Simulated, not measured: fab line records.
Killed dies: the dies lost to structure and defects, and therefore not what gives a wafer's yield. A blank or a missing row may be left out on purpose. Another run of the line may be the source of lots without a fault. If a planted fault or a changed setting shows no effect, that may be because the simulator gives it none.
8D (eight disciplines) problem report, filled in by code :: flow sky130 :: the parts of the form that need people (team, actions taken, sign-off) are left out

1. WHAT IS WRONG
METAL1_ALCU_THK at SKY_METAL1_THK_MEAS_06 reads a mean of 239.2 nm on 2 wafers of 1 lot; wafers without a fault read 252.0 nm with a standard deviation of 2.9. Measured from the usual mean, that is -4.4 standard deviations.
The step: measures by xrf.
First seen on wafer L263.2, day 36 10:57, on film metro-04. The record holds 15 wafers of 5 lots with a number at this step. Rule for "out", or "out of limits": more than 4 standard deviations from the usual mean. All remaining wafers that have a number are taken as sound.

2. WHAT IT IS, WHAT IT ISN'T
question: which readings at this step
is: METAL1_ALCU_THK
is not: -

question: which lots
is: L263
is not: L252, L268, L269, L273

question: which wafers of those lots
is: L263.2, L263.4
is not: L263.1

question: read on which gauges
is: film metro-04
is not: film metro-01

question: when
is: from day 36 10:57
is not: up to then (4 sound wafers); but 9 sound wafers of L268, L269, L273 came after

3. SUSPECTS, AND WHAT RULES EACH OUT
Counting: a tool at a process step up to the reading stays a suspect if it ran every lot that is out. Sound lots after the first of them don't rule it out here, since some wafers of a struck lot are sound.
- the gauge at SKY_METAL1_THK_MEAS_06: kept. All the wafers that are out were read on film metro-04, and no step on other tools shows them out.
- cmp-01 at SKY_CONTACT_CMP_27 (polishes, stops on SiO2, t overpolish 15 s, target thk 0 nm): kept. It processed L263, the lot that is out, at day 36 10:23, and its most recent sound lot before then was L252 at day 33 05:44.
- pvd sputter-04 at SKY_METAL1_SPUTTER_02 (material AlCu, target thk 250 nm, time 13.3 s): kept. It processed L263, the lot that is out, at day 36 10:44, and its most recent sound lot before then was L252 at day 33 05:59.
- pvd sputter-04 at SKY_METAL1_SPUTTER_04 (material TiN, target thk 70 nm, time 58.3 s): kept. It processed L263, the lot that is out, at day 36 10:47, and its most recent sound lot before then was L252 at day 33 06:02.
- Within cmp-01 at SKY_CONTACT_CMP_27: the wafers that are out ran in chambers 1, 2; their sound lot-mates ran in chamber 3.
Left after counting: cmp-01 at SKY_CONTACT_CMP_27, pvd sputter-04 at SKY_METAL1_SPUTTER_02, pvd sputter-04 at SKY_METAL1_SPUTTER_04, film metro-04 at SKY_METAL1_THK_MEAS_06.

4. THE CAUSE (what the simulator had put in)
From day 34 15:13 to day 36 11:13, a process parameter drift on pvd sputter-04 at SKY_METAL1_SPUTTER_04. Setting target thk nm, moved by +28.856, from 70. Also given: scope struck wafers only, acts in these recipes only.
Of the 4 suspects that counting leaves, this tool is one.

5. THE EFFECT CHAIN, in route order
Each row: a reading where the mean over the struck wafers with a number is more than 3 standard deviations away from the usual. Only readings whose record carries a usual standard deviation are examined. hours: median over the lots of the time between each lot's start at the first step of this table that gives one and its start at this step. sigmas: the change, counted in usual standard deviations.
hours: 0
step: SKY_METAL1_THK_MEAS_06
reading: METAL1_ALCU_THK
usual: 252.0 nm
on struck wafers: 239.2
change: -12.8
sigmas: -4.4

hours: 27
step: SKY_METAL1_METAL_ETCH_19
reading: oes product au
usual: 0.857 a.u.
on struck wafers: 0.840
change: -0.017
sigmas: -3.2
The process steps in it:
- SKY_METAL1_METAL_ETCH_19: etches the open film in Cl2/BCl3, stops on SiO2, target depth 360 nm, time 78 s.
At these later measuring or inspecting steps, every struck wafer for which the step has a row has a number for every such reading, and none has moved that far: SKY_METAL1_CD_MEAS_15, SKY_METAL1_OVL_MEAS_16.

6. HOW IT WOULD HAVE BEEN CAUGHT EARLIER
In this record the first reading out of limits at a measuring or inspecting step was taken at day 36 10:57, 44 hours after the fault began at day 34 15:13.
No tool reading at SKY_METAL1_SPUTTER_04 that has a usual standard deviation in the record was out on any struck wafer, so an alarm limit of 4 standard deviations on those readings would not have fired.
By day 36 10:57 the whole set of lots that are out, 1 in number, had already begun SKY_METAL1_SPUTTER_04 on pvd sputter-04. None of them would have been spared by holding the tool at that moment.
